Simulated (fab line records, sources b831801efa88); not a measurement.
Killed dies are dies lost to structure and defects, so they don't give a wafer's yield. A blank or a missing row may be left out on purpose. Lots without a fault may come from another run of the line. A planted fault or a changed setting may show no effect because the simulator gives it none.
Which tool did it? | flow sky130 | 12 lots, 36 wafers sampled, at 2 steps of a route of 708

WHAT THE GAUGES READ, wafer by wafer
SKY_VIA2_THK_MEAS_23: measures by xrf. Usual: VIA2_W_THK 433 nm, standard deviation 6.8.
lot  | measured     | on            | VIA2_W_THK (nm) | flag
L728 | day 36 14:14 | film_metro-04 | 434 423 435     |
L729 | day 37 01:38 | film_metro-02 | 431 427 432     |
L731 | day 37 19:37 | film_metro-04 | 436 439 444     |
L730 | day 37 20:10 | film_metro-01 | 435 431 434     |
L742 | day 40 19:12 | film_metro-04 | 434 424 431     |
L743 | day 41 05:11 | film_metro-04 | 453 441 445     |
L744 | day 41 13:25 | film_metro-01 | 439 436 430     |
L745 | day 41 15:19 | film_metro-04 | 435 448 444     |
L746 | day 42 03:15 | film_metro-02 | 425 425 430     |
L747 | day 42 04:46 | film_metro-04 | 440 434 433     |
L749 | day 42 12:40 | film_metro-01 | 444 438 440     |
L750 | day 42 17:17 | film_metro-02 | 421 429 421     |

WHICH TOOL RAN EACH LOT (tool, then ch and the chambers of the sampled wafers, then the start)
lot  | SKY_METAL2_DESCUM_17
L728 | rie_metal-01 ch 1, day 35 09:12
L729 | rie_metal-02 ch 0,1, day 35 21:22
L731 | rie_metal-02 ch 0, day 36 15:35
L730 | rie_metal-03 ch 0,1, day 36 16:23
L742 | rie_metal-01 ch 0,1, day 39 15:48
L743 | rie_metal-01 ch 0,1, day 40 02:15
L744 | rie_metal-02 ch 0,1, day 40 10:50
L745 | rie_metal-03 ch 0,1, day 40 14:10
L746 | rie_metal-03 ch 0,1, day 41 01:10
L747 | rie_metal-02 ch 0,1, day 41 02:24
L749 | rie_metal-02 ch 0,1, day 41 10:38
L750 | rie_metal-01 ch 0,1, day 41 15:50
- SKY_METAL2_DESCUM_17: chemistry O2, time 8 s.

WHAT THE TOOLS THEMSELVES READ (means of the sampled wafers that have a number; where no wafer has one, the mark that the record gives instead)
SKY_METAL2_DESCUM_17. Usual: drypump_motor_current_A 5.6 A, standard deviation 0.39; oes_product_au 0.995 a.u., standard deviation 0.0075.
lot  | tool         | drypump_motor_current_A (A) | oes_product_au (a.u.) | flag
L728 | rie_metal-01 | 5.7                         | 1.004                 |
L729 | rie_metal-02 | 5.6                         | 0.988                 |
L731 | rie_metal-02 | 5.8                         | 0.987                 |
L730 | rie_metal-03 | 5.9                         | 0.996                 |
L742 | rie_metal-01 | 5.4                         | 1.001                 |
L743 | rie_metal-01 | 5.4                         | 0.997                 |
L744 | rie_metal-02 | 5.6                         | 0.992                 |
L745 | rie_metal-03 | 6.0                         | 0.987                 |
L746 | rie_metal-03 | 5.9                         | 0.987                 |
L747 | rie_metal-02 | 5.6                         | 1.000                 |
L749 | rie_metal-02 | 5.6                         | 0.994                 |
L750 | rie_metal-01 | 5.4                         | 1.001                 |

THE ANSWER, worked out from the rows above alone
Rule: a lot is off if the mean of its wafers that have a number lies more than 3 standard deviations from the usual mean. A lot without any number at a reading at which 4 lots or more have one is off too. The other lots that the step has rows for count as sound. The gauges are gone through in route order, then the tools' own readings, and for those a lot's mean is taken as printed above. The first step at which some lot is off is used, and at that step the reading that is off furthest; a lot without a number counts as furthest.
No lot is off at any reading shown: from this, nothing can be told.

WHAT THE SIMULATOR HAD PUT IN
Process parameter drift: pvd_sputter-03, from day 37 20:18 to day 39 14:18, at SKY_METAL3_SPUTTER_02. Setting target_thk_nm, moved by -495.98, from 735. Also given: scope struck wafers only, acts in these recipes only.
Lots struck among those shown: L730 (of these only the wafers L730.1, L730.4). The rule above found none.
